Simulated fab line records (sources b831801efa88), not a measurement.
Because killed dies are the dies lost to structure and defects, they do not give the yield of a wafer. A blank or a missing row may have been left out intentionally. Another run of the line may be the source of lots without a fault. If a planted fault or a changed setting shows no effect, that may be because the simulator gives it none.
Split-lot experiment | flow gf180mcu | on a route of 602 steps: 5 lots, 23 wafers read

ABOUT THE SPLIT
At GF_M3_SPUTTER_04 (material TiN, target thk 50 nm, time 41.7 s), the setting powerW was moved away from the recipe's 6500 W on 6 of the 23 wafers read, by +4.3% to +8.9%. For the rest of the wafers, this setting stayed at what the recipe calls for.

The reading comes from the split's own step.

THE READING
TiN_of_M3_SPUTTER_04.thkNm (the simulator's own value, which no gauge read), in nm, at GF_M3_SPUTTER_04 (material TiN, target thk 50 nm, time 41.7 s). The file gives no usual value for it. The 17 wafers here that ran the recipe average 50.16 nm, standard deviation 0.54 nm.

wafer  | tool, chamber at the split | powerW as run, W | against the recipe | TiN_of_M3_SPUTTER_04.thkNm, nm | against lot-mates on the recipe
L075.2 | pvdSputter-02, -           | 6500             | recipe             | 50.1                           | -
L075.3 | pvdSputter-02, -           | 6500             | recipe             | 50.68                          | -
L075.4 | pvdSputter-02, -           | 6500             | recipe             | 50.9                           | -
L077.1 | pvdSputter-02, -           | 6500             | recipe             | 50.58                          | -
L077.2 | pvdSputter-02, -           | 6500             | recipe             | 50.22                          | -
L077.3 | pvdSputter-02, -           | 6500             | recipe             | 49.45                          | -
L077.4 | pvdSputter-02, -           | 6500             | recipe             | 50.38                          | -
L077.6 | pvdSputter-02, -           | 6500             | recipe             | 50.48                          | -
L080.2 | pvdSputter-04, -           | 6500             | recipe             | 49.58                          | -
L080.3 | pvdSputter-04, -           | 6500             | recipe             | 50                             | -
L080.4 | pvdSputter-04, -           | 6500             | recipe             | 49.71                          | -
L080.5 | pvdSputter-04, -           | 6500             | recipe             | 49.71                          | -
L080.6 | pvdSputter-04, -           | 6500             | recipe             | 49.74                          | -
L081.1 | pvdSputter-01, -           | 6778             | +4.3%              | 51.93                          | +2.40
L081.2 | pvdSputter-01, -           | 6500             | recipe             | 49.45                          | -
L081.3 | pvdSputter-01, -           | 6778             | +4.3%              | 52.07                          | +2.54
L081.5 | pvdSputter-01, -           | 6500             | recipe             | 49.62                          | -
L081.6 | pvdSputter-01, -           | 6778             | +4.3%              | 51.87                          | +2.34
L082.2 | pvdSputter-04, -           | 7076             | +8.9%              | 55.22                          | +4.20
L082.3 | pvdSputter-04, -           | 7076             | +8.9%              | 55.45                          | +4.43
L082.4 | pvdSputter-04, -           | 6500             | recipe             | 51                             | -
L082.5 | pvdSputter-04, -           | 7076             | +8.9%              | 55.62                          | +4.59
L082.6 | pvdSputter-04, -           | 6500             | recipe             | 51.05                          | -

FIT RESULTS
A straight line over all 23 wafers: TiN_of_M3_SPUTTER_04.thkNm changes by +0.569 nm for each +1% of powerW; r = +0.96; the points scatter about the line by 0.55 nm.
The same after taking each lot's own level away (the mean of its wafers on the recipe; 23 wafers): +0.507 nm for each +1%; r = +0.99; scatter 0.27 nm.
That fit puts the effect of the largest move of powerW on the reading at 4.5 nm.
The span of the lots' own levels, 49.535 to 51.025 nm, comes to 2.8 times the standard deviation stated above.
In other words, the slope is changed by the lot-to-lot level; the two fits disagree.
Check: with one of the wafers moved furthest among these (+8.9%) left out of the fit, the line predicts +4.64 nm for it against its lot-mates. Against them it came out at +4.2 nm.

ADDITIONAL SPLITS CARRIED BY THESE WAFERS
Note: prior to the reading, these wafers also went through further splits. Each is held against what the fit with the lots' levels taken away leaves over:
other split on the same wafers | wafers away from the commonest value | r with TiN_of_M3_SPUTTER_04.thkNm (lot level and that fit taken away)
GF_M1_METAL_ETCH_16 timeS      | 11                                   | -0.31
GF_V1_DEVELOP_13 developTimeS  | 8                                    | -0.20
GF_M2_SPUTTER_01 timeS         | 4                                    | +0.01
GF_M2_SPUTTER_04 timeS         | 6                                    | +0.21
GF_M2_METAL_ETCH_16 icpW       | 10                                   | -0.08
GF_V2_EXPOSE_11 doseMj         | 9                                    | -0.15
GF_V2_SPUTTER_21 timeS         | 5                                    | +0.01
GF_V2_CVD_23 tempC             | 3                                    | +0.00

THE FILE'S OWN FIT
TiN_of_M3_SPUTTER_04.thkNm changes by +0.51 nm for each +1% of powerW, r = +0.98.
